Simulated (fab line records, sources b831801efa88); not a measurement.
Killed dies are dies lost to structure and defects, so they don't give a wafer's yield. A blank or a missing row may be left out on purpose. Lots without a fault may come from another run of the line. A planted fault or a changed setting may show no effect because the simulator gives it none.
A struck lot beside a sound one | flow gf180mcu | 16 steps out of a route of 602
Sound: wafers L366.2, L366.4, L366.5. Struck: wafer L381.4. (L381.6 of the same lot was not struck and is left out.) The cause comes at the end.
At each step with rows: each side's tool, then ch and its chambers, then its first start. Under that, the readings that differ: sound wafers | struck wafers | difference of the means | sigmas: that difference in standard deviations of wafers without a fault.
alike: readings whose means differ by less than 2 such deviations, and words and numbers that are the same on both sides. not compared: withheld readings, readings that some wafer has no value for, bounds like >300 that may hide the same value, and numbers for which the record gives no deviation and whose values overlap.
The two part at a step that has a row with sigmas, a row that says differs or no value, or rows on one side only. Numbers that don't overlap but have no deviation are shown without sigmas and don't part them. A reading that every wafer of one side lacks parts them only if that side has two wafers or more.

first, 4 steps without rows for these wafers: GF_M1_SOFTBAKE_10 (time 60 s); GF_M1_EXPOSE_11 (exposes mask Metal1, target cd 230 nm); GF_M1_PEB_12 (peb time 90 s); GF_M1_DEVELOP_13 (develop time 60 s).
GF_M1_CD_MEAS_14: target cd 230 nm.
  sound on cd_sem-02, day 17 11:52; struck on cd_sem-01, day 22 20:45
  alike: cd_nm
GF_M1_OVL_MEAS_15:
  sound on overlay-01, day 17 11:59; struck on overlay-01, day 22 20:49
  reading     | sound | struck | difference | sigmas
  M1_OVL (nm) | 9 1 6 | -12    | -17        | -3
GF_M1_METAL_ETCH_16: etches the open film in Cl2/BCl3, stops on SiO2, target depth 750.8 nm, time 125.1 s.
  sound on rie_metal-04 ch 0,1, day 17 12:01; struck on rie_metal-03 ch 0, day 22 20:53
  alike: drypump_motor_current_A, oes_product_au, throttle_valve_pct
  not compared: rf_hours_counter_h
GF_M1_STRIP_17: strips in O2/N2.
  sound on plasma_asher-03 ch 0,1, day 17 12:08; struck on plasma_asher-03 ch 1, day 22 21:00
  alike: drypump_motor_current_A, heater_power_w, oes_product_au, platen_temp_c, strip_time_to_endpoint_s
  not compared: rf_hours_counter_h
then, 3 steps without rows for these wafers: GF_M1_STRIP_18 (strips in post etch residue remover, time 1200 s); GF_M1_CLEAN_19 (cleans in DIW); GF_V1_CVD_00 (deposits SiO2, target thk 600 nm, time 100 s).
GF_V1_THK_MEAS_01:
  sound on film_metro-02, day 17 12:46; struck on film_metro-02, day 22 21:37
  alike: V1_CVD_00_THK
GF_V1_CVD_02: deposits SiO2 from TEOS, target thk 850 nm, time 94.851 s.
  sound on pecvd-03 ch 0,1,2, day 17 12:49; struck on pecvd-03 ch 1, day 22 21:40
  reading                             | sound             | struck | difference | sigmas
  model.SiO2_of_V1_CVD_02.thk_nm (nm) | 834.2 840.9 845.8 | 810.3  | -30.0      |
  alike: heater_power_outer_w, heater_power_w, susceptor_temp_C
GF_V1_THK_MEAS_03:
  sound on film_metro-01, day 17 12:53; struck on film_metro-03, day 22 21:46
  reading            | sound       | struck | difference | sigmas
  V1_CVD_02_THK (nm) | 834 841 845 | 811    | -29        | -2
GF_V1_CMP_04: polishes SiO2.
  sound on cmp-01 ch 2,3, day 17 12:56; struck on cmp-02 ch 1, day 22 21:48
  reading                | sound    | struck | difference | sigmas
  time_to_endpoint_s (s) | 78 78 79 | 66     | -12        | -2
  alike: motor_current_A, platen_rpm
GF_PASSIVATION_PROBE_99:
  the record has rows for the sound wafers here (prober-01, day 29 08:18) and none for the struck ones

WHERE THEY PART
First at GF_M1_OVL_MEAS_15; last, within this record, at GF_PASSIVATION_PROBE_99.

WHY: what the simulator had put in
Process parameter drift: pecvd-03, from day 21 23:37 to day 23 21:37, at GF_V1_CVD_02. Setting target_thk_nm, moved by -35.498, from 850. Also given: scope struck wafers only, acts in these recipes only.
